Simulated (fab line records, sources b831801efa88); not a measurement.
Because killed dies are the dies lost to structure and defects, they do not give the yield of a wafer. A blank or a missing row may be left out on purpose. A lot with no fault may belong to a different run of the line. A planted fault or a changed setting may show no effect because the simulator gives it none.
Which tool is to blame? -- flow gf180mcu -- 13 lots, 39 wafers sampled, at 5 steps of a route of 602

WHAT THE GAUGES READ, wafer by wafer
GF_POLY_GATE_CD_MEAS_10: the cd target is 280 nm.
lot,measured,on,cdNm (nm)
L921,day 8 23:55,cdSem-01,281.0 279.5 280.5
L924,day 9 22:14,cdSem-02,278.7 281.0 281.1
L925,day 10 12:14,cdSem-02,281.3 279.8 281.1
L926,day 10 23:30,cdSem-02,279.2 279.2 279.1
L929,day 11 14:41,cdSem-02,280.8 279.0 280.3
L930,day 12 00:04,cdSem-02,278.4 280.4 278.4
L931,day 12 04:20,cdSem-02,280.2 280.7 280.8
L932,day 12 11:50,cdSem-01,279.8 280.0 279.7
L934,day 13 01:13,cdSem-01,281.5 283.0 282.4
L936,day 13 13:50,cdSem-01,278.3 277.6 278.6
L937,day 13 20:55,cdSem-02,279.0 279.1 281.1
L938,day 14 04:35,cdSem-01,277.7 279.2 279.4
L944,day 16 01:10,cdSem-02,279.1 279.3 280.1

GF_HV_LDD_TW_MEAS_23.
lot,measured,on,HV_LDD_2_TW
L921,day 10 13:26,filmMetro-01,1051 1058 1052
L924,day 11 13:49,filmMetro-04,1046 1043 1043
L925,day 12 04:37,filmMetro-01,1052 1051 1052
L926,day 12 16:46,filmMetro-02,1054 1054 1049
L929,day 13 08:38,filmMetro-02,1051 1049 1049
L930,day 13 18:01,filmMetro-02,1048 1054 1049
L931,day 13 22:52,filmMetro-01,1047 1052 1051
L932,day 14 08:16,filmMetro-04,1050 1047 1050
L934,day 14 20:50,filmMetro-01,973 970 975
L936,day 15 09:41,filmMetro-02,978 980 982
L937,day 15 17:37,filmMetro-01,963 971 962
L938,day 16 01:29,filmMetro-01,1050 1052 1052
L944,day 18 01:24,filmMetro-04,1055 1050 1051

GF_PSD_RS_MEAS_14: measurement is done with a four-point probe.
lot,measured,on,NSD_RS (ohm/sq)
L921,day 14 01:29,filmMetro-03,46.20 46.27 46.19
L924,day 15 02:51,filmMetro-03,46.18 46.07 46.13
L925,day 15 19:38,filmMetro-03,46.10 46.18 46.09
L926,day 16 10:48,filmMetro-01,45.94 46.07 46.06
L929,day 17 02:19,filmMetro-03,46.13 46.07 46.10
L930,day 17 13:31,filmMetro-04,46.16 46.07 46.05
L931,day 17 19:22,filmMetro-01,45.95 46.04 45.94
L932,day 18 04:40,filmMetro-03,46.07 46.23 46.05
L934,day 18 21:37,filmMetro-01,46.13 46.12 46.11
L936,day 19 11:19,filmMetro-03,46.19 46.26 46.21
L937,day 19 20:31,filmMetro-01,46.16 46.03 46.13
L938,day 20 04:16,filmMetro-04,45.98 46.03 46.07
L944,day 22 05:48,filmMetro-04,46.11 46.13 46.10

WHAT TOOL EACH LOT RAN ON (gives the tool, then ch and the chambers of the sampled wafers, and finally the start)
lot,GF_MVSD_STRIP_10,GF_HV_LDD_IMPLANT_21
L921,"plasmaAsher-04 ch 0, day 4 08:50","implanter-03 ch 0, day 10 13:11"
L924,"plasmaAsher-02 ch 0,1, day 5 01:52","implanter-02 ch 0, day 11 13:36"
L925,"plasmaAsher-01 ch 0,1, day 5 11:32","implanter-02 ch 0, day 12 04:22"
L926,"plasmaAsher-04 ch 0,1, day 5 21:49","implanter-02 ch 0, day 12 16:32"
L929,"plasmaAsher-04 ch 0,1, day 6 09:59","implanter-01 ch 0, day 13 08:23"
L930,"plasmaAsher-04 ch 0,1, day 6 16:33","implanter-01 ch 0, day 13 17:46"
L931,"plasmaAsher-04 ch 0,1, day 6 21:02","implanter-03 ch 0, day 13 22:37"
L932,"plasmaAsher-01 ch 0,1, day 7 03:16","implanter-02 ch 0, day 14 08:02"
L934,"plasmaAsher-01 ch 0,1, day 7 14:12","implanter-02 ch 0, day 14 20:35"
L936,"plasmaAsher-02 ch 0,1, day 7 23:26","implanter-02 ch 0, day 15 09:28"
L937,"plasmaAsher-02 ch 0,1, day 8 06:44","implanter-02 ch 0, day 15 17:22"
L938,"plasmaAsher-01 ch 0,1, day 8 11:50","implanter-01 ch 0, day 16 01:14"
L944,"plasmaAsher-01 ch 0,1, day 9 22:36","implanter-02 ch 0, day 18 01:10"
- GF_MVSD_STRIP_10: strips in O2/N2.
- GF_HV_LDD_IMPLANT_21

WHAT THE TOOLS THEMSELVES READ (means of the sampled wafers that have a number; where no wafer has one, the mark that the record gives instead)
GF_MVSD_STRIP_10.
lot,tool,chamberPressureMTorr (mTorr),drypumpMotorCurrentA (A),heaterPowerW (W),oesProductAu (a.u.),stripTimeToEndpointS (s)
L921,plasmaAsher-04,1500.5,6.0,318,0.725,36.85
L924,plasmaAsher-02,1502.3,5.5,319,0.723,36.99
L925,plasmaAsher-01,1499.4,5.1,312,0.723,37.00
L926,plasmaAsher-04,1500.5,5.9,329,0.727,36.88
L929,plasmaAsher-04,1498.9,5.7,326,0.725,36.82
L930,plasmaAsher-04,1499.2,5.7,330,0.724,37.00
L931,plasmaAsher-04,1500.7,5.8,328,0.721,36.98
L932,plasmaAsher-01,1501.4,5.1,311,0.725,37.02
L934,plasmaAsher-01,1500.4,5.1,296,0.719,36.96
L936,plasmaAsher-02,1500.2,5.4,316,0.725,36.86
L937,plasmaAsher-02,1499.2,5.4,314,0.726,37.02
L938,plasmaAsher-01,1499.8,5.1,313,0.724,36.84
L944,plasmaAsher-01,1500.5,5.1,314,0.718,36.92

GF_HV_LDD_IMPLANT_21.
lot,tool,doseIonsCm2,faradayCurrentUA
L921,implanter-03,5.005e+13,286
L924,implanter-02,5.006e+13,283
L925,implanter-02,5.006e+13,281
L926,implanter-02,4.997e+13,283
L929,implanter-01,5.002e+13,281
L930,implanter-01,5.005e+13,283
L931,implanter-03,5.002e+13,281
L932,implanter-02,5.001e+13,288
L934,implanter-02,3.866e+13,220
L936,implanter-02,3.868e+13,219
L937,implanter-02,3.863e+13,218
L938,implanter-01,5.008e+13,283
L944,implanter-02,4.998e+13,288

THE ANSWER, worked out from the rows above alone
Rule: the lots themselves supply what counts as usual. Put in order of their means at a reading, lots are off if they are a third of the lots or fewer, leave a main group of 4 or more, and stand apart from it by a gap of 3 or more times the standard deviation of the main group's means; of several such gaps the widest counts. A main group whose means are all the same, to the digits that the tables above print for the reading, isn't used. A lot without any number at a reading at which 4 lots or more have one is off too. The other lots that the step has rows for count as sound. The gauges are gone through in route order, then the tools' own readings, and for those a lot's mean is taken as printed above. The first step at which some lot is off is used, and at that step the reading that is off furthest; a lot without a number counts as furthest.
Off: at GF_HV_LDD_TW_MEAS_23 (HV_LDD_2_TW), L934, L936, L937. The main group: mean 1050, standard deviation 2.5.
If a tool, at a process step before that reading, ran all the lots that are off and no sound lot after the first of them, it fits. Not tried: the gauges at GF_HV_LDD_TW_MEAS_23; whatever is off there is also off at GF_HV_LDD_IMPLANT_21, on other tools, and gauge error can't account for it. None of those tried fits.

WHAT WAS PUT IN BY THE SIMULATOR
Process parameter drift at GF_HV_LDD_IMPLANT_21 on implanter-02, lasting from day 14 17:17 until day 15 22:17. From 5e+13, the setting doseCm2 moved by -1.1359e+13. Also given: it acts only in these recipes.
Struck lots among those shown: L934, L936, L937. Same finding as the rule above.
